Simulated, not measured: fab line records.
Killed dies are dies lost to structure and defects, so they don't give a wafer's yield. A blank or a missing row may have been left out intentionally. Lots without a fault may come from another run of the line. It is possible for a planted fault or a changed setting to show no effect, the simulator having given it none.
2 desks, one fault + flow sfq line + only its own numbers are on each desk; what lay behind them is given at the end

== THE TOOL OWNER'S DESK: krf scanner-02 ==
The tool's own readings at SFQ_TRILAYER_I1_VIA_LITHO_EXPOSE_050 (exposes mask I1, target cd 500 nm): means of the sampled wafers that have a number, for each lot that ran on this tool. Any lot whose mean is over 4 standard deviations away from the usual mean is out of limits and marked OUT; that distance is given in the brackets.
Columns: A = exposure dose mJ cm2 at SFQ_TRILAYER_I1_VIA_LITHO_EXPOSE_050, usual 21.305; B = reticle temp C at SFQ_TRILAYER_I1_VIA_LITHO_EXPOSE_050, usual 22.99 C
| lot  | first seen here | A                | B     |
|------|-----------------|------------------|-------|
| L763 | day 27 21:04    | 21.343           | 23.05 |
| L766 | day 28 18:55    | 21.922 (+31) OUT | 23.03 |
| L767 | day 29 02:07    | 21.948 (+32) OUT | 23.02 |
| L768 | day 29 12:55    | 21.919 (+31) OUT | 22.98 |
This desk's verdict: out of limits on L766, L767, L768, starting with L766 at day 28 18:55 (exposure dose mJ cm2 at SFQ_TRILAYER_I1_VIA_LITHO_EXPOSE_050). In limits: L763.

== FROM THE METROLOGY DESK ==
Lot by lot, what the gauges showed, no matter which tool ran the lot: averages of those sampled wafers that carry a number. Any lot whose mean is over 4 standard deviations away from the usual mean is out of limits and marked OUT; that distance is given in the brackets.
Columns: A = M1_OVL at SFQ_M1_OVL_MEAS_911, usual 1 nm; B = I1_BOW at SFQ_I1_BOW_MEAS_912, usual 2 um; C = I1_OVL at SFQ_I1_OVL_MEAS_913, usual 3 nm
| lot  | first seen here | A  | B  | C  |
|------|-----------------|----|----|----|
| L760 | day 19 02:26    | 5  | -0 | -4 |
| L763 | day 20 21:46    | -3 | 5  | -4 |
| L766 | day 22 01:39    | -3 | -4 | -2 |
| L767 | day 22 11:17    | 2  | -1 | 7  |
| L768 | day 22 22:03    | 0  | -5 | 2  |
| L771 | day 24 00:50    | 5  | 2  | -2 |
| L778 | day 32 19:53    | 3  | 8  | -3 |
Finding of this desk: none of the 7 lots has anything out of limits.

== ALL TOGETHER ==
An alarm could have come from the tool owner's desk at day 28 18:55, on L766, L767, L768.
Metrology desk: nothing out of limits seen.
The metrology desk has L766, L767, L768 on record, within its limits.
SFQ_TRILAYER_I1_VIA_LITHO_EXPOSE_050 was run on krf scanner-02 by each of the lots named.

== WHAT THE SIMULATOR HAD INSERTED ==
Process parameters drifting: krf scanner-02 at SFQ_TRILAYER_I1_VIA_LITHO_EXPOSE_050, beginning at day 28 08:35. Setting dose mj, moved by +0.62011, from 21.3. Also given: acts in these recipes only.
Lots struck among those shown: L766, L767, L768.
Hours from the fault's start to each desk's first reading out of limits: the tool owner's desk, 10.
